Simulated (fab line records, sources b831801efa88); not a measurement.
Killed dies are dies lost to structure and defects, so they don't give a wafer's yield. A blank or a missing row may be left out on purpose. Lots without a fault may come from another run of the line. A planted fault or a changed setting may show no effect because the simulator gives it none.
A struck lot beside a sound one | flow sky130 | 16 steps out of a route of 708
Sound: wafers L535.2, L535.3, L535.4. Struck: wafers L540.1, L540.3, L540.6. The cause comes at the end.
At each step with rows: each side's tool, then ch and its chambers, then its first start. Under that, the readings that differ: sound wafers | struck wafers | difference of the means | sigmas: that difference in standard deviations of wafers without a fault.
alike: readings whose means differ by less than 2 such deviations, and words and numbers that are the same on both sides. not compared: withheld readings, readings that some wafer has no value for, bounds like >300 that may hide the same value, and numbers for which the record gives no deviation and whose values overlap.
The two part at a step that has a row with sigmas, a row that says differs or no value, or rows on one side only. Numbers that don't overlap but have no deviation are shown without sigmas and don't part them. A reading that every wafer of one side lacks parts them only if that side has two wafers or more.

first, 5 steps without rows for these wafers: SKY_POLY_GATE_COAT_08 (resist thk 450 nm); SKY_POLY_GATE_SOFTBAKE_09 (time 88.72 s); SKY_POLY_GATE_EXPOSE_10 (exposes mask P1M, target cd 150 nm); SKY_POLY_GATE_PEB_11; SKY_POLY_GATE_DEVELOP_12 (develop time 60 s).
SKY_POLY_GATE_CD_MEAS_13: target cd 150 nm.
  sound on cd_sem-02, day 17 21:45; struck on cd_sem-01, day 19 21:05
  alike: cd_nm
SKY_POLY_GATE_OVL_MEAS_14:
  sound on overlay-02, day 17 21:52; struck on overlay-01, day 19 21:12
  reading            | sound    | struck | difference | sigmas
  POLY_GATE_OVL (nm) | -2 -4 -2 | 6 7 10 | +10        | +2
SKY_POLY_GATE_ETCH_15: etches BARC in N2/H2, stops on SiO2, time 118.5 s, target depth 110 nm.
  sound on rie_diel-04 ch 0,1,3, day 17 21:53; struck on rie_diel-03 ch 1,2,3, day 19 21:14
  alike: drypump_motor_current_A, oes_product_au, throttle_valve_pct
  not compared: rf_hours_counter_h
SKY_POLY_GATE_ETCH_16: etches Si3N4 in CH3F/O2, stops on poly-Si, time 147.5 s, target depth 75 nm.
  sound on rie_diel-04 ch 0,1,3, day 17 21:58; struck on rie_diel-03 ch 1,2,3, day 19 21:19
  alike: O2_flow_sccm, drypump_motor_current_A, oes_product_au, throttle_valve_pct
  not compared: rf_hours_counter_h
SKY_POLY_GATE_ETCH_17: etches poly-Si in HBr/Cl2, stops on SiO2, target depth 180 nm, time 70.5 s.
  sound on rie_si-02 ch 1,2,3, day 17 22:04; struck on rie_si-02 ch 0,2, day 19 21:25
  alike: drypump_motor_current_A, oes_product_au, throttle_valve_pct
  not compared: rf_hours_counter_h
SKY_POLY_GATE_STRIP_18: strips in O2/N2.
  sound on plasma_asher-04 ch 0,1, day 17 22:08; struck on plasma_asher-02 ch 1, day 19 21:28
  alike: drypump_motor_current_A, oes_product_au, strip_time_to_endpoint_s
  not compared: rf_hours_counter_h
then, 1 step without rows for these wafers: SKY_POLY_GATE_CLEAN_19 (cleans in SC1/SC2, time 150 s).
SKY_POLY_GATE_OXIDATION_20: stabilise 600 s, purge 300 s, target thk 4 nm.
  sound on furnace-02 ch 0, day 17 22:54; struck on furnace-01 ch 0, day 19 23:46
  reading                                          | sound             | struck            | difference | sigmas
  spike_tc_bottom_C (C)                            | 871.2 869.9 870.5 | 893.3 892.3 891.7 | +21.9      | +15
  spike_tc_centre_C (C)                            | 850.1 849.3 852.4 | 876.2 875.9 876.1 | +25.5      | +25
  spike_tc_lower_C (C)                             | 850.2 850.6 849.3 | 874.8 874.4 872.3 | +23.8      | +18
  spike_tc_top_C (C)                               | 863.6 864.3 862.8 | 883.6 881.1 882.7 | +18.9      | +7
  spike_tc_upper_C (C)                             | 848.3 849.1 848.6 | 872.9 870.9 872.0 | +23.3      | +18
  zone_power_centre_pct (%)                        | 18.23 18.34 18.03 | 19.98 19.96 20.15 | +1.83      | +6
  model.SiO2_of_POLY_GATE_OXIDATION_20.thk_nm (nm) | 3.935 3.911 3.942 | 5.44 5.427 5.366  | +1.48      |
SKY_POLY_GATE_THK_MEAS_21:
  sound on film_metro-03, day 18 00:10; struck on film_metro-02, day 20 01:01
  reading                      | sound          | struck         | difference | sigmas
  POLY_GATE_OXIDATION_THK (nm) | 3.96 3.93 3.96 | 5.48 5.40 5.35 | +1.46      | +16
SKY_POLY_GATE_CD_MEAS_22:
  sound on cd_sem-01, day 18 00:14; struck on cd_sem-02, day 20 01:05
  alike: cd_nm
-- the record jumps here: 28 days lie between the struck wafers' starts before and after (it left off in module POLY_GATE and takes up again in module PAD_OPEN, whose first step shown is number 708 of the route) --
SKY_PAD_OPEN_PROBE_99:
  sound on prober-01, day 46 22:20; struck on prober-02, day 48 06:56
  reading                            | sound             | struck            | difference | sigmas
  killed_at_front_end                | 23 15 19          | 6 9 10            | -11        | -2
  model.etest.tip_sonos.rs_ohm_sq    | 2563 2640 2622    | 3005 2906 2955    | +347       |
  model.etest.tip_p.rs_ohm_sq        | 6810 6761 6771    | 7040 7020 7054    | +257       |
  model.etest.res_pdiff.line_ohm_um  | 1363 1357 1362    | 1410 1452 1414    | +65        |
  model.etest.tip_n.rs_ohm_sq        | 437.3 438.6 440.6 | 467.9 467 466.7   | +28.4      |
  model.etest.res_ndiff.line_ohm_um  | 757.9 753.5 752.5 | 794.4 801.5 796.5 | +42.8      |
  model.etest.res_pdiff.rs_ohm_sq    | 198.7 198.1 196.9 | 203 203.1 203.6   | +5         |
  model.etest.res_pdiff_hv.rs_ohm_sq | 190.4 193.3 191.6 | 197.8 197.3 196.4 | +5.4       |
  model.etest.res_ndiff.rs_ohm_sq    | 118.6 118.5 119.2 | 125.2 125 125.5   | +6.5       |
  alike: killed_at_M0_to_M3, killed_at_M4_up, killed_at_contacts, killed_at_other, killed_dies, killed_open, killed_short

WHERE THEY PART
First at SKY_POLY_GATE_OVL_MEAS_14; last, within this record, at SKY_PAD_OPEN_PROBE_99.

WHY: what the simulator had put in
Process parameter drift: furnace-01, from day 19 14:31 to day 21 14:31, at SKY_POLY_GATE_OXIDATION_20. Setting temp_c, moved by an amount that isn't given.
